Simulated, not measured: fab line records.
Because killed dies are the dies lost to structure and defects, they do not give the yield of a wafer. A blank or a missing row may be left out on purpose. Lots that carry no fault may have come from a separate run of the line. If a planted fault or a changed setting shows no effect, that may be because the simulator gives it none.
Which tool did it? -- flow sky130 -- 36 wafers from 12 lots sampled at 2 of the route's 708 steps

WHAT THE GAUGES SHOWED, per wafer
SKY_FIELD_ISO_THK_MEAS_23.
lot,measured,on,FIELD_ISO_OXIDATION_01_THK (nm)
L812,day 2 05:46,filmMetro-01,9.82 9.85 9.99
L813,day 2 12:19,filmMetro-01,10.09 10.05 9.86
L814,day 2 17:18,filmMetro-02,10.05 9.91 9.81
L815,day 2 23:49,filmMetro-01,10.01 9.97 10.01
L816,day 3 04:14,filmMetro-01,9.93 9.99 10.08
L817,day 3 11:14,filmMetro-01,9.91 10.05 9.94
L825,day 5 03:40,filmMetro-01,9.69 9.61 9.82
L826,day 5 09:32,filmMetro-02,10.17 10.33 10.09
L829,day 5 22:55,filmMetro-01,10.06 9.84 10.02
L830,day 6 04:50,filmMetro-02,9.89 9.91 9.82
L832,day 6 14:43,filmMetro-01,9.85 9.67 9.85
L833,day 6 20:02,filmMetro-02,10.07 10.17 10.18

SKY_VT_ADJUST_HVTP_TW_MEAS_11.
lot,measured,on,VT_ADJUST_HVTP_TW
L812,day 5 21:47,filmMetro-02,1372 1374 1372
L813,day 6 07:22,filmMetro-04,1360 1351 1354
L814,day 6 15:23,filmMetro-04,1358 1357 1343
L815,day 6 22:08,filmMetro-02,1367 1367 1369
L816,day 7 03:29,filmMetro-02,1377 1378 1380
L817,day 7 10:51,filmMetro-03,1345 1344 1337
L825,day 9 14:02,filmMetro-04,1354 1358 1366
L826,day 9 21:26,filmMetro-03,1348 1355 1349
L829,day 10 11:32,filmMetro-03,1356 1361 1364
L830,day 10 17:34,filmMetro-04,1366 1374 1357
L832,day 11 06:11,filmMetro-02,1376 1375 1383
L833,day 11 11:10,filmMetro-03,1352 1349 1351

TOOL THAT RAN EACH LOT (tool first, then ch and the chambers of the sampled wafers, then the start)
No process step before these readings appears in the record.

WHAT THE TOOLS THEMSELVES READ (means of the sampled wafers that have a number; where no wafer has one, the mark that the record gives instead)
The record holds no such reading with a usual standard deviation.

THE ANSWER, worked out from the rows above alone
Rule: usual is defined by the lots themselves. Put in order of their means at a reading, lots are off if they are a third of the lots or fewer, leave a main group of 4 or more, and stand apart from it by a gap of 3 or more times the standard deviation of the main group's means; of several such gaps the widest counts. The tables above print the reading to a certain number of digits; a main group whose means all agree to those digits is not used. Also off: a lot with no number at a reading for which 4 or more lots have one. Any other lot the step has rows for is counted as sound. First the gauges in route order, then the tools' own readings, where a lot's mean is used as printed above. The first step at which some lot is off is used, and at that step the reading that is off furthest; a lot without a number counts as furthest.
No lot is off at any reading shown: from this, nothing can be told.

WHAT WAS PUT IN BY THE SIMULATOR
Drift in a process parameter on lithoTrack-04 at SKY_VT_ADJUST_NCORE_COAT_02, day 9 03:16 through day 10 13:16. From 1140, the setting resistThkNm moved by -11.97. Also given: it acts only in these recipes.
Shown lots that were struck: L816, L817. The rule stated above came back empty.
